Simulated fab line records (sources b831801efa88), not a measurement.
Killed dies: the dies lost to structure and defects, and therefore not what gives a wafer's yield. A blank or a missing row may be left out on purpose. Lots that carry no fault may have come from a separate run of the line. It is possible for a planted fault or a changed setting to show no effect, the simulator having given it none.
Struck lot and sound lot, side by side ; flow sky130 ; 14 steps out of a route of 708
Sound: wafers L837.1, L837.2, L837.6. Wafers L842.2, L842.3, L842.6 were the ones struck. The cause is given at the end.
For every step that has rows: the tool of each side, followed by ch and its chambers, followed by its first start. Under that, the readings that differ: sound wafers ; struck wafers ; difference of the means ; sigmas: that difference in standard deviations of wafers without a fault.
alike: words and numbers the same on both sides, and readings whose means are apart by under 2 such deviations; not compared: readings that were withheld, readings missing a value for some wafer, numbers with overlapping values and no deviation given by the record, and bounds like >300 which may hide the same value.
Wherever a step has rows on one side only, a row that says differs or no value, or a row with sigmas, the two part there. Non-overlapping numbers with no deviation appear without sigmas and do not part them. Lack of a reading on every wafer of one side parts them only where that side has two or more wafers.

first, 2 steps without rows for these wafers: SKY_METAL3_CLEAN_22 (cleans in O3/DIW); SKY_VIA3_HDPCVD_00 (deposits SiO2, target thk 1635 nm, time 272.5 s).
SKY_VIA3_THK_MEAS_01:
  struck on film-metro-02, day 43 18:37; sound on film-metro-01, day 42 00:15
  alike: VIA3_HDPCVD_THK
SKY_VIA3_CMP_02: polishes SiO2.
  sound on cmp-01 ch 0,2,3, day 42 00:19; struck on cmp-02 ch 0,1,2, day 43 18:50
  alike: motor-current-A
SKY_VIA3_BOW_MEAS_03:
  struck on film-metro-02, day 43 19:07; sound on film-metro-02, day 42 00:37
  alike: VIA3_BOW
then, 7 steps without rows for these wafers: SKY_VIA3_DEHYDRATE_04 (time 60 s); SKY_VIA3_HMDS_05 (prime time 60 s); SKY_VIA3_COAT_06 (resist thk 60 nm); SKY_VIA3_COAT_07 (resist thk 450 nm); SKY_VIA3_SOFTBAKE_08 (time 90 s); SKY_VIA3_EXPOSE_09 (exposes mask VIM3, target cd 200 nm); SKY_VIA3_PEB_10.
SKY_VIA3_DEVELOP_11: develop time 60 s.
  struck on litho-track-04, day 44 17:00; sound on litho-track-04 ch 0, day 42 23:00
  no value came back on the struck wafers for chill-plate-temp-C (C), develop-time-s (s), developer-temp-C (C); on the sound wafers chill-plate-temp-C (C) reads 23.03 23.11 23.02
reading;sound;struck;difference;sigmas
model.KrF-thick_of_VIA3_COAT_07.thk-nm (nm);434 433.8 434.9;448.2 448.4 448.6;+14.2;
SKY_VIA3_CD_MEAS_12 targets a cd of 200 nm.
  struck on cd-sem-02, day 44 17:13; sound on cd-sem-02, day 42 23:47
reading;sound;struck;difference;sigmas
cd-nm (nm);200.6 200.1 200.2;- - -;no value on the struck wafers;

WHERE THEY PART
At SKY_VIA3_DEVELOP_11 first; at SKY_VIA3_CD_MEAS_12 last (within this record only).

WHY: what had been put in by the simulator
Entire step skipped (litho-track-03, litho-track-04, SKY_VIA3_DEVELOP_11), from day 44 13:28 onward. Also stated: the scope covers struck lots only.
